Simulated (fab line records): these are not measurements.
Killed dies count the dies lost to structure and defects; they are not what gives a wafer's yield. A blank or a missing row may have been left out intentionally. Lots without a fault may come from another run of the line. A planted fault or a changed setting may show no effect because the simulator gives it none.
2 desks, one fault | flow sky130 | each desk has only its own numbers; what lay behind them comes last

AT THE METROLOGY DESK
What the gauges read for every lot (on any tool): the sampled wafers with a number, averaged. The brackets show how far a lot's mean lies from the usual mean; more than 4 standard deviations puts the lot out of limits, marked OUT.
Columns: A = NWELL_2_TW at SKY_NWELL_TW_MEAS_26, usual 495; B = VT_ADJUST_LVTN_OVL at SKY_VT_ADJUST_LVTN_OVL_MEAS_07, usual -0.4 nm
lot  | first seen here | A              | B
L514 | day 5 06:39     | 501            | -0.8
L519 | day 6 14:24     | 492            | 0.1
L520 | day 6 20:27     | 492            | -2.4
L521 | day 7 02:54     | 496            | 1.1
L522 | day 7 08:21     | 496            | 0.4
L523 | day 7 12:57     | 497            | -1.3
L525 | day 8 01:31     | 476 (-5.3) OUT | 2.6
L526 | day 8 07:31     | 482            | -3.3
L527 | day 8 13:40     | 482            | 0.0
L534 | day 10 06:33    | 495            | -1.0
L535 | day 10 12:01    | 499            | -1.4
L536 | day 10 19:01    | 495            | 1.4
This desk's finding: out of limits on L525; first on L525, day 8 01:31 (NWELL_2_TW at SKY_NWELL_TW_MEAS_26). Within limits: L514, L519, L520, L521, L522, L523, L526, L527, L534, L535, L536.

FOR THE TOOL OWNER'S DESK: implanter-02
The tool's own readings at SKY_NWELL_IMPLANT_24: means of the sampled wafers that have a number, for each lot that ran on this tool. The brackets show how far a lot's mean lies from the usual mean; more than 4 standard deviations puts the lot out of limits, marked OUT.
Columns: A = beamOnS at SKY_NWELL_IMPLANT_24, usual 10.00 s; B = faradayCurrentUA at SKY_NWELL_IMPLANT_24, usual 51.9
lot  | first seen here | A               | B
L522 | day 7 08:06     | 9.96            | 52.0
L525 | day 8 01:16     | 8.98 (-5.4) OUT | 58.8 (+6.9) OUT
L526 | day 8 07:17     | 8.88 (-5.9) OUT | 59.6 (+7.7) OUT
L527 | day 8 13:25     | 8.70 (-6.9) OUT | 60.6 (+8.8) OUT
This desk's finding: out of limits on L525, L526, L527; first on L525, day 8 01:16 (beamOnS at SKY_NWELL_IMPLANT_24). Within limits: L522.

TAKEN TOGETHER
On L525, L526, L527, at day 8 01:16, an alarm was possible from the tool owner's desk.
An alarm was possible from the metrology desk at day 8 01:31, on L525.
The metrology desk holds a record of L526, L527, inside its limits.
SKY_NWELL_IMPLANT_24 was run on implanter-02 by each of the lots named.

WHAT THE SIMULATOR HAD PUT IN
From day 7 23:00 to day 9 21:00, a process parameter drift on implanter-02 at SKY_NWELL_IMPLANT_24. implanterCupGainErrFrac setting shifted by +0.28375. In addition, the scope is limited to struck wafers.
Lots struck among those shown: L525, L526, L527.
Fault start to first reading out of limits, in hours, per desk: tool owner, 2; metrology, 3.
